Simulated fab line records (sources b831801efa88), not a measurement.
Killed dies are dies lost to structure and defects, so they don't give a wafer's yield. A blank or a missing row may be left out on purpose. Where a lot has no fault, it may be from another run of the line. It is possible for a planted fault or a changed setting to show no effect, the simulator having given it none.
Chamber matching + flow gf180mcu + GF_V2_CVD_02 on pecvd-02 has 3 sister chambers
The step deposits SiO2 from TEOS, target thk 850 nm, time 94.851 s. 3 wafers are shown with their chamber, then 8 later ones without.

EACH WAFER AND ITS CHAMBER
| wafer  | chamber | heater_power_w (W) |
|--------|---------|--------------------|
| L211.4 | 1       | 623                |
| L211.5 | 0       | 839                |
| L212.4 | 2       | 745                |

WAFERS WITH NO CHAMBER GIVEN
| wafer  | heater_power_w (W) |
|--------|--------------------|
| L212.5 | 773                |
| L212.6 | 685                |
| L216.3 | 738                |
| L216.4 | 595                |
| L216.5 | 760                |
| L225.1 | 667                |
| L225.4 | 725                |
| L225.6 | 832                |

EACH ONE'S CHAMBER
| wafer  | from the rows above     | in truth                   |
|--------|-------------------------|----------------------------|
| L212.5 | can't be placed: 2 or 0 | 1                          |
| L212.6 | can't be placed: 2 or 1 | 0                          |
| L216.3 | 2                       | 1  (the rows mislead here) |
| L216.4 | 1                       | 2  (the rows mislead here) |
| L216.5 | 2                       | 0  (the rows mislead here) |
| L225.1 | can't be placed: 1 or 2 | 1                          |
| L225.4 | 2                       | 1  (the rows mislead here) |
| L225.6 | 0                       | 0                          |
Correct placement for 1 of the 8. From these rows, 3 cannot be placed; in 1 the true chamber is one of the candidates. Placed wrongly: 4.
How it was worked out, from the rows above alone: a wafer's distance from a chamber is the root of the sum, over the readings, of the square of ((its reading less the chamber's mean) divided by the reading's scatter). The wafer belongs to the nearest chamber; if the next one is less than 2 further off, it can't be placed. Each chamber's mean is taken over the wafers shown for it. The scatter: with one shown wafer a chamber, the root of the mean of the squares of how far each hidden wafer lies from its nearest shown one.
